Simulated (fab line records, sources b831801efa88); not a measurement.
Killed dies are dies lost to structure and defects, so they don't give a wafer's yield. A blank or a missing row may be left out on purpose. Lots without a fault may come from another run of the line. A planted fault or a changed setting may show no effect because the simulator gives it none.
A struck lot beside a sound one | flow sky130 | 16 steps out of a route of 708
Sound: wafers L984.3, L984.4, L984.6. Struck: wafers L103.1, L103.5, L103.6. The cause comes at the end.
At each step with rows: each side's tool, then ch and its chambers, then its first start. Under that, the readings that differ: sound wafers | struck wafers | difference of the means | sigmas: that difference in standard deviations of wafers without a fault.
alike: readings whose means differ by less than 2 such deviations, and words and numbers that are the same on both sides. not compared: withheld readings, readings that some wafer has no value for, bounds like >300 that may hide the same value, and numbers for which the record gives no deviation and whose values overlap.
The two part at a step that has a row with sigmas, a row that says differs or no value, or rows on one side only. Numbers that don't overlap but have no deviation are shown without sigmas and don't part them. A reading that every wafer of one side lacks parts them only if that side has two wafers or more.

first, 1 step without rows for these wafers: SKY_VT_ADJUST_HVTP_DEVELOP_06 (develop time 60 s).
SKY_VT_ADJUST_HVTP_CD_MEAS_07: target cd 380 nm.
  sound on cd_sem-02, day 7 01:31; struck on cd_sem-02, day 12 08:26
  alike: cd_nm
SKY_VT_ADJUST_HVTP_OVL_MEAS_08:
  sound on overlay-02, day 7 01:37; struck on overlay-02, day 12 08:34
  reading                 | sound       | struck         | difference | sigmas
  VT_ADJUST_HVTP_OVL (nm) | 2.0 1.7 1.6 | -0.5 -1.1 -1.3 | -2.7       | -2
then, 1 step without rows for these wafers: SKY_VT_ADJUST_HVTP_IMPLANT_09.
SKY_VT_ADJUST_HVTP_STRIP_10: strips in O2/N2.
  sound on plasma_asher-01 ch 0,1, day 7 01:49; struck on plasma_asher-01 ch 0,1, day 12 08:44
  alike: drypump_motor_current_A, oes_product_au, strip_time_to_endpoint_s
  not compared: rf_hours_counter_h
SKY_VT_ADJUST_HVTP_TW_MEAS_11:
  sound on film_metro-03, day 7 01:55; struck on film_metro-01, day 12 08:50
  alike: VT_ADJUST_HVTP_TW
then, 6 steps without rows for these wafers: SKY_VT_ADJUST_LVTN_DEHYDRATE_00 (time 60 s); SKY_VT_ADJUST_LVTN_HMDS_01 (prime time 60 s); SKY_VT_ADJUST_LVTN_COAT_02 (resist thk 3000 nm); SKY_VT_ADJUST_LVTN_SOFTBAKE_03; SKY_VT_ADJUST_LVTN_EXPOSE_04 (exposes mask NWM COMPLEMENT LESS NATIVE, target cd 840 nm); SKY_VT_ADJUST_LVTN_PEB_05.
SKY_VT_ADJUST_LVTN_DEVELOP_06: develop time 60 s.
  sound on litho_track-01 ch 0, day 7 20:00; struck on litho_track-01 ch 0, day 13 09:00
SKY_VT_ADJUST_LVTN_OVL_MEAS_07:
  sound on overlay-02, day 7 20:09; struck on overlay-02, day 13 09:20
  reading                 | sound        | struck | difference                    | sigmas
  VT_ADJUST_LVTN_OVL (nm) | -0.2 0.8 2.0 | - - -  | no value on the struck wafers |
then, 1 step without rows for these wafers: SKY_VT_ADJUST_LVTN_IMPLANT_08.
-- the record jumps here: 38 days lie between the struck wafers' starts before and after (it left off in module VT_ADJUST_LVTN and takes up again in module PAD_OPEN, whose first step shown is number 708 of the route) --
SKY_PAD_OPEN_PROBE_99:
  sound on prober-02, day 46 16:56; struck on prober-01, day 50 22:25
  reading             | sound    | struck      | difference | sigmas
  killed_at_front_end | 11 15 18 | 428 424 431 | +413       | +96
  killed_dies         | 88 89 93 | 492 492 492 | +402       | +43
  killed_on_rim       | 18 17 18 | 96 96 96    | +78        | +21
  alike: killed_at_M0_to_M3, killed_at_M4_up, killed_at_contacts, killed_at_other, killed_open, killed_short

WHERE THEY PART
First at SKY_VT_ADJUST_HVTP_OVL_MEAS_08; last, within this record, at SKY_PAD_OPEN_PROBE_99.

WHY: what the simulator had put in
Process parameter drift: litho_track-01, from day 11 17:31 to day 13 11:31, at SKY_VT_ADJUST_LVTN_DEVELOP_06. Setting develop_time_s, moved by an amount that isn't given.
